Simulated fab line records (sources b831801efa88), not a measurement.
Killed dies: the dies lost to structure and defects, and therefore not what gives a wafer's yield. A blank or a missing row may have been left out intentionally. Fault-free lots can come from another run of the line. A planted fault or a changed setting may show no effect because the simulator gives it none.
Comparing a struck lot with a sound one -- flow gf180mcu -- 33 steps out of a route of 602
Sound: wafers L951.1, L951.4, L951.5. Struck: wafers L964.1, L964.4. (L964.5 of the same lot was not struck and is left out.) The cause comes at the end.
For every step that has rows: the tool of each side, followed by ch and its chambers, followed by its first start. Under that, the readings that differ: sound wafers -- struck wafers -- difference of the means -- sigmas: that difference in standard deviations of wafers without a fault.
alike: readings whose means differ by less than 2 such deviations, and words and numbers that are the same on both sides. not compared: withheld readings, readings that some wafer has no value for, bounds like >300 that may hide the same value, and numbers for which the record gives no deviation and whose values overlap.
The two part at a step that has a row with sigmas, a row that says differs or no value, or rows on one side only. Non-overlapping numbers with no deviation appear without sigmas and do not part them. A reading missing from all wafers of one side parts the sides only when that side holds two or more wafers.

first, 1 step without rows for these wafers: GF_HV_LDD_CVD_56 (deposits Si3N4 from DCS/NH3, target thk 90 nm, time 1543 s).
GF_HV_LDD_THK_MEAS_57:
  sound on film-metro-01 at day 14 18:01; struck on film-metro-03 at day 19 06:43
  alike: HV_LDD_CVD_56_THK
GF_HV_LDD_ETCHBACK_58: etches Si3N4 in CH3F/O2, stops on SiO2, time 100 s, target depth 90 nm.
  sound on rie-diel-04 ch 2,3, day 14 18:05; struck on rie-diel-04 ch 0,2, day 19 06:47
  alike: drypump-motor-current-A, oes-product-au, throttle-valve-pct
  not compared: rf-hours-counter-h
then, 7 steps without rows for these wafers: GF_NSD_DEHYDRATE_00 (time 60 s); GF_NSD_HMDS_01 (prime time 60 s); GF_NSD_COAT_02 (resist thk 1000 nm); GF_NSD_SOFTBAKE_03 (time 60 s); GF_NSD_EXPOSE_04 (exposes mask Nplus, target cd 400 nm); GF_NSD_PEB_05; GF_NSD_DEVELOP_06 (develop time 60 s).
GF_NSD_CD_MEAS_07: the cd target is 400 nm.
  sound on cd-sem-01 at day 15 15:36; struck on cd-sem-02 at day 20 06:54
reading,sound,struck,difference,sigmas
cd-nm (nm),402.1 403.9 405.2,396.5 397.7,-6.6,-3
GF_NSD_OVL_MEAS_08:
  sound on overlay-02 at day 15 15:43; struck on overlay-02 at day 20 07:01
  alike: NSD_OVL
GF_NSD_IMPLANT_09:
  sound on implanter-04 ch 0, day 15 15:46; struck on implanter-02 ch 0, day 20 07:04
then, 1 step without rows for these wafers: GF_NSD_IMPLANT_10.
GF_NSD_STRIP_11: strips in O2/N2.
  sound on plasma-asher-01 ch 0,1, day 15 16:04; struck on plasma-asher-04 ch 0,1, day 20 07:22
reading,sound,struck,difference,sigmas
strip-time-to-endpoint-s (s),22.918 22.925 22.894,23.678 23.700,+0.777,+28
  alike: drypump-motor-current-A, heater-power-w, oes-product-au, platen-temp-c
  not compared: rf-hours-counter-h
GF_NSD_TW_MEAS_12:
  sound on film-metro-02 at day 15 16:10; struck on film-metro-02 at day 20 07:30
  alike: NSD_TW
then, 7 steps without rows for these wafers: GF_PSD_DEHYDRATE_00 (time 60 s); GF_PSD_HMDS_01 (prime time 60 s); GF_PSD_COAT_02 (resist thk 1000 nm); GF_PSD_SOFTBAKE_03 (time 60 s); GF_PSD_EXPOSE_04 (exposes mask Pplus, target cd 400 nm); GF_PSD_PEB_05; GF_PSD_DEVELOP_06 (develop time 60 s).
GF_PSD_CD_MEAS_07: the cd target is 400 nm.
  sound on cd-sem-02 at day 16 14:01; struck on cd-sem-01 at day 21 07:21
  alike: cd-nm
GF_PSD_OVL_MEAS_08:
  sound on overlay-02 at day 16 14:08; struck on overlay-01 at day 21 07:28
  alike: PSD_OVL
then, 1 step without rows for these wafers: GF_PSD_IMPLANT_09.
GF_PSD_STRIP_10: strips in O2/N2.
  sound on plasma-asher-02 ch 0,1, day 16 14:19; struck on plasma-asher-03 ch 0,1, day 21 07:40
reading,sound,struck,difference,sigmas
platen-temp-c (C),249.65 249.90 250.05,250.25 250.21,+0.36,+2
  alike: drypump-motor-current-A, heater-power-w, oes-product-au, strip-time-to-endpoint-s
  not compared: rf-hours-counter-h
GF_PSD_TW_MEAS_11:
  sound on film-metro-01 at day 16 14:25; struck on film-metro-02 at day 21 07:46
  alike: PSD_TW
then, 1 step without rows for these wafers: GF_PSD_CLEAN_12 (cleans in SC1/SC2, time 150 s).
GF_PSD_RTA_13: time 20 s.
  sound on rtp-anneal-01 ch 0, day 16 14:31; struck on rtp-anneal-02 ch 0, day 21 07:52
reading,sound,struck,difference,sigmas
lamp-power-pct (%),34.7 34.7 34.6,33.9 34.0,-0.7,-2
  alike: anneal-temp-c-max, wafer_temp_C_max
GF_PSD_RS_MEAS_14: measures by four-point-probe.
  sound on film-metro-04 at day 16 14:37; struck on film-metro-02 at day 21 07:57
reading,sound,struck,difference,sigmas
NSD_RS (ohm/sq),46.27 46.21 46.29,45.26 45.25,-1.00,-13
GF_PSD_RS_MEAS_15: measures by four-point-probe.
  sound on film-metro-04 at day 16 14:44; struck on film-metro-02 at day 21 08:04
reading,sound,struck,difference,sigmas
PSD_RS (ohm/sq),109.02 109.03 109.23,108.60 108.58,-0.50,-2
-- the record jumps here: 13 days lie between the struck wafers' starts before and after (it left off in module PSD and takes up again in module PASSIVATION, whose first step shown is number 602 of the route) --
GF_PASSIVATION_PROBE_99:
  sound on prober-01 at day 30 23:19; struck on prober-02 at day 34 06:17
reading,sound,struck,difference,sigmas
model.etest.npoly-u.line-ohm-um,405.1 382.3 389.2,339.3 351.5,-46.8,
model.etest.npoly-u.rs-ohm-sq,323.7 305.2 310.7,274.1 279,-36.6,
model.etest.contact-poly.end-ohm-um,56.49 55.21 55.67,45.92 45.68,-9.99,
model.etest.nplus-u.line-ohm-um,202.5 202.7 206.2,192.7 192.4,-11.2,
model.etest.nplus-u.rs-ohm-sq,61 60.72 61.27,57.66 56.96,-3.69,
model.etest.contact-nplus.end-ohm-um,13.03 13.28 13.44,12.22 12.18,-1.05,

== WHERE THEY PART ==
Last at GF_PSD_RS_MEAS_15 as far as this record goes, first at GF_NSD_CD_MEAS_07.

WHY: what the simulator had put in
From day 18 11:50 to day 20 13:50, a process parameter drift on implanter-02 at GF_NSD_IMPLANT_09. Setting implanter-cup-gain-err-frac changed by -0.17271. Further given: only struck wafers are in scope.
